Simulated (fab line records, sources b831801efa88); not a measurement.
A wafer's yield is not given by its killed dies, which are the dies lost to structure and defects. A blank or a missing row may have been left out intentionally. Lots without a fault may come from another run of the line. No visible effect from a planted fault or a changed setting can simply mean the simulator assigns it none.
Struck lot and sound lot, side by side    flow sky130    17 out of 708 route steps
Sound: these wafers, L812.3, L812.4, L812.6. Wafers struck: L805.2, L805.3, L805.6. At the end, the cause is stated.
For every step that has rows: the tool of each side, followed by ch and its chambers, followed by its first start. Under that, the readings that differ: sound wafers    struck wafers    difference of the means    sigmas: that difference in standard deviations of wafers without a fault.
alike: readings with means less than 2 such deviations apart, plus words and numbers identical on both sides. not compared: withheld readings, readings lacking a value on some wafer, bounds such as >300 that could conceal the same value, and numbers that have no deviation in the record and whose values overlap.
A row with sigmas, a row that says differs or no value, or rows on one side alone: a step with any of these is where the two part. Numbers that have no deviation but don't overlap get no sigmas and don't part them. Lack of a reading on every wafer of one side parts them only where that side has two or more wafers.

first, 3 steps without rows for these wafers: SKY_LI_CONTACT_EXPOSE_09 (exposes mask LICM1, target cd 170 nm); SKY_LI_CONTACT_PEB_10; SKY_LI_CONTACT_DEVELOP_11 (develop time 60 s).
SKY_LI_CONTACT_CD_MEAS_12 targets a cd of 170 nm.
  sound on cdSem-02 at day 34 18:46; struck on cdSem-02 at day 32 16:20
  alike: cdNm
SKY_LI_CONTACT_OVL_MEAS_13:
  sound on overlay-02 at day 34 18:52; struck on overlay-02 at day 32 16:27
reading              sound      struck  difference  sigmas
LI_CONTACT_OVL (nm)  -6 -10 -5  3 8 3   +12         +2
SKY_LI_CONTACT_ETCH_14: etches BARC in N2/H2, stops on SiO2, time 45.9 s, target depth 60 nm.
  sound on rieDiel-04 ch 0,3, day 34 18:53; struck on rieDiel-01 ch 0,1,2, day 32 16:29
  alike: chamberPressureMTorr, drypumpMotorCurrentA, n2FlowSccm, oesProductAu, throttleValvePct
  not compared: rfHoursCounterH
SKY_LI_CONTACT_ETCH_15: etches PSG in C4F8/O2/Ar, stops on Si, target depth 600 nm.
  sound on rieDiel-04 ch 0,3, day 34 18:55; struck on rieDiel-01 ch 0,1,2, day 32 16:31
  alike: chamberPressureMTorr, oesProductAu
SKY_LI_CONTACT_STRIP_16: strips in O2/N2.
  sound on plasmaAsher-04 ch 0,1, day 34 19:02; struck on plasmaAsher-04 ch 0,1, day 32 16:37
  alike: chamberPressureMTorr, drypumpMotorCurrentA, n2FlowSccm, oesProductAu, stripTimeToEndpointS
  not compared: rfHoursCounterH
then, 2 steps without rows for these wafers: SKY_LI_CONTACT_CLEAN_17 (cleans in NMP, time 600 s); SKY_LI_CONTACT_PRE_CLEAN_18 (time 5.6 s).
SKY_LI_CONTACT_SPUTTER_19: material Ti, target thk 20 nm, time 106.37 s.
  sound on pvdSputter-01 at day 34 19:19; struck on pvdSputter-03 at day 32 16:54
  alike: chamberPressurePa, throttleValvePct
then, 1 step without rows for these wafers: SKY_LI_CONTACT_SPUTTER_20 (material TiN, target thk 20 nm, time 80 s).
SKY_LI_CONTACT_CVD_21: deposits W, target thk 400 nm, time 120.56 s.
  sound on cvdW-01 ch 0,1, day 34 19:30; struck on cvdW-02 ch 1, day 32 17:02
reading                                  sound              struck             difference  sigmas
chamberPressureTorr (Torr)               40.26 39.87 40.09  34.52 34.44 34.46  -5.60       -64
model.W_of_LI_CONTACT_CVD_21.thkNm (nm)  400.6 405.6 404.5  368.9 364.1 367.3  -36.8       
  alike: heaterPowerW
SKY_LI_CONTACT_RS_MEAS_22: measurement is done with a four-point probe.
  sound on filmMetro-01 at day 34 19:37; struck on filmMetro-03 at day 32 17:28
reading                   sound              struck             difference  sigmas
LI_CONTACT_W_RS (ohm/sq)  0.284 0.280 0.282  0.310 0.312 0.310  +0.029      +9
  not compared: hold
SKY_LI_CONTACT_THK_MEAS_23: measures by xrf.
  sound on filmMetro-01 at day 34 19:43; struck on filmMetro-03 at day 32 21:29
reading                sound        struck       difference  sigmas
LI_CONTACT_W_THK (nm)  416 421 419  375 371 373  -46         -7
  not compared: hold
SKY_LI_CONTACT_CMP_24: polishes, stops on PSG, t overpolish 20 s, target thk 0 nm.
  sound on cmp-02 ch 0,2,3, day 34 19:52; struck on cmp-02 ch 1,2,3, day 33 00:11
reading  sound  struck                                                                   difference                    sigmas
hold     - - -  awaitDispo/2.2h/release awaitDispo/2.2h/release awaitDispo/2.2h/release  no value on the sound wafers  
  alike: motorCurrentA
-- here the record skips 15 days between the struck wafers' starts before and after, leaving off in module LI_CONTACT and picking up in module PAD_OPEN (first step shown: number 708 of the route) --
SKY_PAD_OPEN_PROBE_99:
  record: rows for the struck wafers here (prober-02, day 48 10:36), none for the sound ones

## WHERE THEY PART
Earliest at SKY_LI_CONTACT_OVL_MEAS_13; latest, in this record, at SKY_PAD_OPEN_PROBE_99.

WHY: whatever the simulator had introduced
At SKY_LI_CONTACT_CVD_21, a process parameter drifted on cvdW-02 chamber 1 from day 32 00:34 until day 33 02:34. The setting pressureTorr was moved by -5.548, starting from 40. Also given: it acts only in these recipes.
